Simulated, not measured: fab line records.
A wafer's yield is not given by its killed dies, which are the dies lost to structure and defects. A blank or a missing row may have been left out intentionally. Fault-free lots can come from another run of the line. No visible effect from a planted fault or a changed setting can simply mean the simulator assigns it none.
Comparing a struck lot with a sound one	flow gf180mcu	15 steps out of a route of 602
Sound: wafers L274.2, L274.3, L274.6. Struck: wafer L283.2 (L283.3, L283.5, from the same lot, were not struck and are left out); the cause is given at the end.
Per side, at each step with rows, come the tool, then ch with its chambers, and then its first start. Under that, the readings that differ: sound wafers	struck wafers	difference of the means	sigmas: that difference in standard deviations of wafers without a fault.
alike: a reading whose means differ by less than 2 such deviations, as well as words and numbers matching on both sides. not compared: withheld readings; readings where some wafer has no value; bounds like >300 that might hide an equal value; numbers whose values overlap and for which the record gives no deviation.
Wherever a step has rows on one side only, a row that says differs or no value, or a row with sigmas, the two part there. Numbers that have no deviation but don't overlap get no sigmas and don't part them. A reading missing from all wafers of one side parts the sides only when that side holds two or more wafers.

GF_TOP_METAL_SPUTTER_04: material TiN, target thk 25 nm, time 20.8 s.
  sound on pvdSputter-02, day 28 15:20; struck on pvdSputter-03, day 31 18:01
  alike: cathodeDcPowerW, throttleValvePct
GF_TOP_METAL_RS_MEAS_05: measurement is done with a four-point probe.
  sound on filmMetro-04, day 28 15:23; struck on filmMetro-04, day 31 18:03
  alike: TOP_METAL_ALCU_RS
GF_TOP_METAL_THK_MEAS_06: measures by xrf.
  sound on filmMetro-04, day 28 15:30; struck on filmMetro-04, day 31 18:10
  alike: TOP_METAL_ALCU_THK
then, 7 steps without rows for these wafers: GF_TOP_METAL_DEHYDRATE_07 (time 60 s); GF_TOP_METAL_HMDS_08 (prime time 60 s); GF_TOP_METAL_COAT_09 (resist thk 1500 nm); GF_TOP_METAL_SOFTBAKE_10 (time 60 s); GF_TOP_METAL_EXPOSE_11 (exposes mask MetalTop, target cd 440 nm); GF_TOP_METAL_PEB_12; GF_TOP_METAL_DEVELOP_13 (develop time 60 s).
GF_TOP_METAL_CD_MEAS_14: the cd target is 440 nm.
  sound on cdSem-02, day 29 10:37; struck on cdSem-02, day 32 10:27
  alike: cdNm
GF_TOP_METAL_OVL_MEAS_15:
  sound on overlay-02, day 29 10:44; struck on overlay-01, day 32 10:34
reading	sound	struck	difference	sigmas
TOP_METAL_OVL (nm)	0.9 0.1 0.1	-2.7	-3.1	-2
GF_TOP_METAL_METAL_ETCH_16: etches the open film in Cl2/BCl3, stops on SiO2, target depth 1197 nm, time 199.5 s.
  sound on rieMetal-03 ch 0,1, day 29 10:46; struck on rieMetal-02 ch 0, day 32 10:35
reading	sound	struck	difference	sigmas
oesProductAu (a.u.)	0.970 0.999 0.978	0.997	+0.015	+2
runLengthS (s)	228.5 227.2 228.8	171.8	-56.4	-74
throttleValvePct (%)	28.245 28.229 28.261	28.222	-0.023	-2
model.NOVOLAK_of_TOP_METAL_COAT_09.thkNm (nm)	1037 1022 1038	1165	+133	
  alike: chamberPressureMTorr, drypumpMotorCurrentA
  not compared: rfHoursCounterH
GF_TOP_METAL_STRIP_17: strips in O2/N2.
  sound on plasmaAsher-01 ch 0,1, day 29 10:57; struck on plasmaAsher-01 ch 0, day 32 10:47
reading	sound	struck	difference	sigmas
stripTimeToEndpointS (s)	13.11 12.92 13.11	14.54	+1.49	+16
  alike: chamberPressureMTorr, drypumpMotorCurrentA, heaterPowerW, n2FlowSccm, oesProductAu
  not compared: rfHoursCounterH
then, 1 step without rows for these wafers: GF_TOP_METAL_STRIP_18 (strips in post etch residue remover, time 1200 s).

## WHERE THEY PART
At GF_TOP_METAL_OVL_MEAS_15 first; at GF_TOP_METAL_STRIP_17 last (within this record only).

WHY: what had been put in by the simulator
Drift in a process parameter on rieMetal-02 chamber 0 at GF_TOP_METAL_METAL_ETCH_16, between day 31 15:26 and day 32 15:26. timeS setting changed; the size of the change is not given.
